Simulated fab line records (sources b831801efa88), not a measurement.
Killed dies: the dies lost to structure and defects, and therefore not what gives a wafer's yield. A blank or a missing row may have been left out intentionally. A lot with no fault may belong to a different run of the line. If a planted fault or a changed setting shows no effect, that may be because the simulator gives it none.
A struck lot beside a sound one | flow gf180mcu | 23 out of 602 route steps
Sound: wafers L625.2, L625.3, L625.4. Struck: wafers L630.1, L630.2, L630.4. At the end, the cause is stated.
Each step with rows lists, per side, the tool, then ch with its chambers, then its first start. Under that, the readings that differ: sound wafers | struck wafers | difference of the means | sigmas: that difference in standard deviations of wafers without a fault.
alike: same words and numbers on both sides, and readings whose means sit less than 2 such deviations apart. not compared: any withheld reading, any reading some wafer has no value for, any bound like >300 that may hide the same value, and any number with overlapping values for which the record gives no deviation.
A row with sigmas, a row that says differs or no value, or rows on one side alone: a step with any of these is where the two part. Numbers that don't overlap but have no deviation are shown without sigmas and don't part them. A reading missing from all wafers of one side parts the sides only when that side holds two or more wafers.

first, 1 step without rows for these wafers: GF_POLY_GATE_DEVELOP_09 (develop time 60 s).
GF_POLY_GATE_CD_MEAS_10: target cd 280 nm.
  struck on cd sem-02, day 15 05:12; sound on cd sem-01, day 13 11:28
  alike: cd nm
GF_POLY_GATE_OVL_MEAS_11:
  struck on overlay-01, day 15 05:19; sound on overlay-01, day 13 11:34
  alike: POLY_GATE_OVL
GF_POLY_GATE_ETCH_12: etches BARC in N2/H2.
  sound on rie diel-03 ch 0,1,2, day 13 11:36; struck on rie diel-03 ch 0,1,3, day 15 05:22
  alike: bias w, drypump motor current A, oes product au, throttle valve pct
GF_POLY_GATE_ETCH_13: etches poly-Si in HBr/Cl2, stops on SiO2, target depth 198.5 nm, time 69.6 s.
  sound on rie si-02 ch 1,2, day 13 11:39; struck on rie si-01 ch 1,2,3, day 15 05:25
  alike: HBr_flow_sccm, bias w, drypump motor current A, oes product au, throttle valve pct
  not compared: rf hours counter h
GF_POLY_GATE_STRIP_14: strips in O2/N2.
  sound on plasma asher-04 ch 0,1, day 13 11:42; struck on plasma asher-01 ch 0,1, day 15 05:28
  alike: drypump motor current A, heater power w, oes product au
  not compared: rf hours counter h
then, 2 steps without rows for these wafers: GF_POLY_GATE_CLEAN_15 (cleans in SC1/SC2, time 150 s); GF_POLY_GATE_OXIDATION_16 (stabilise 600 s, purge 300 s, target thk 4 nm).
GF_POLY_GATE_THK_MEAS_17:
  struck on film metro-03, day 15 07:53; sound on film metro-02, day 13 13:07
  alike: POLY_GATE_OXIDATION_THK
GF_POLY_GATE_CD_MEAS_18:
  struck on cd sem-01, day 15 07:57; sound on cd sem-01, day 13 13:12
  alike: cd nm
then, 2 steps without rows for these wafers: GF_HV_LDD_DEHYDRATE_00 (time 60 s); GF_HV_LDD_HMDS_01 (prime time 60 s).
GF_HV_LDD_COAT_02: resist thk 1000 nm.
  sound on litho track-01 ch 0, day 13 23:47; struck on litho track-03 ch 0, day 15 18:35
  reading                                     | sound                | struck               | difference | sigmas
  spin speed rpm (rpm)                        | 3002.8 3002.8 3003.9 | 3741.2 3743.2 3742.3 | +739.1     | +99 or more
  model.NOVOLAK_of_HV_LDD_COAT_02.thk nm (nm) | 998.3 997.3 996.9    | 893.2 892.5 892.9    | -104.6     |
  alike: resist line temp C
then, 3 steps without rows for these wafers: GF_HV_LDD_SOFTBAKE_03 (time 60 s); GF_HV_LDD_EXPOSE_04 (exposes mask Nplus LV AREA, target cd 400 nm); GF_HV_LDD_PEB_05.
GF_HV_LDD_DEVELOP_06: develop time 60 s.
  sound on litho track-01 ch 0, day 14 10:14; struck on litho track-02 ch 0, day 16 05:43
  reading                                     | sound             | struck            | difference | sigmas
  model.NOVOLAK_of_HV_LDD_COAT_02.thk nm (nm) | 997.9 996.9 996.5 | 892.8 892.1 892.5 | -104.6     |
  alike: resist line temp C
GF_HV_LDD_CD_MEAS_07: target cd 400 nm.
  struck on cd sem-01, day 16 05:52; sound on cd sem-01, day 14 10:23
  reading    | sound             | struck            | difference | sigmas
  cd nm (nm) | 402.6 401.4 400.8 | 409.5 406.7 409.1 | +6.8       | +4
GF_HV_LDD_OVL_MEAS_08:
  struck on overlay-01, day 16 05:59; sound on overlay-02, day 14 10:29
  reading         | sound          | struck       | difference | sigmas
  HV_LDD_OVL (nm) | -1.8 -1.3 -1.7 | 1.7 -0.3 1.2 | +2.5       | +2
following that, these wafers have no rows for 1 step: GF_HV_LDD_IMPLANT_09.
GF_HV_LDD_STRIP_10: strips in O2/N2.
  sound on plasma asher-02 ch 0,1, day 14 10:40; struck on plasma asher-02 ch 0,1, day 16 06:10
  reading                      | sound             | struck            | difference | sigmas
  oes product au (a.u.)        | 0.704 0.723 0.723 | 0.699 0.710 0.705 | -0.012     | -3
  strip time to endpoint s (s) | 12.60 12.60 12.59 | 11.38 11.38 11.38 | -1.22      | -39
  alike: drypump motor current A, heater power w
  not compared: rf hours counter h
GF_HV_LDD_TW_MEAS_11:
  struck on film metro-01, day 16 06:16; sound on film metro-01, day 14 10:46
  alike: HV_LDD_TW
following that, these wafers have no rows for 1 step: GF_PASSIVATION_PROBE_99.

WHERE THEY PART
Last at GF_HV_LDD_STRIP_10 as far as this record goes, first at GF_HV_LDD_COAT_02. Later steps at which nothing parts them and some readings are alike: GF_HV_LDD_TW_MEAS_11.

WHY: what the simulator had put in
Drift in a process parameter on litho track-03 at GF_HV_LDD_COAT_02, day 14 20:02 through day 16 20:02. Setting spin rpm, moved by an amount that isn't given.
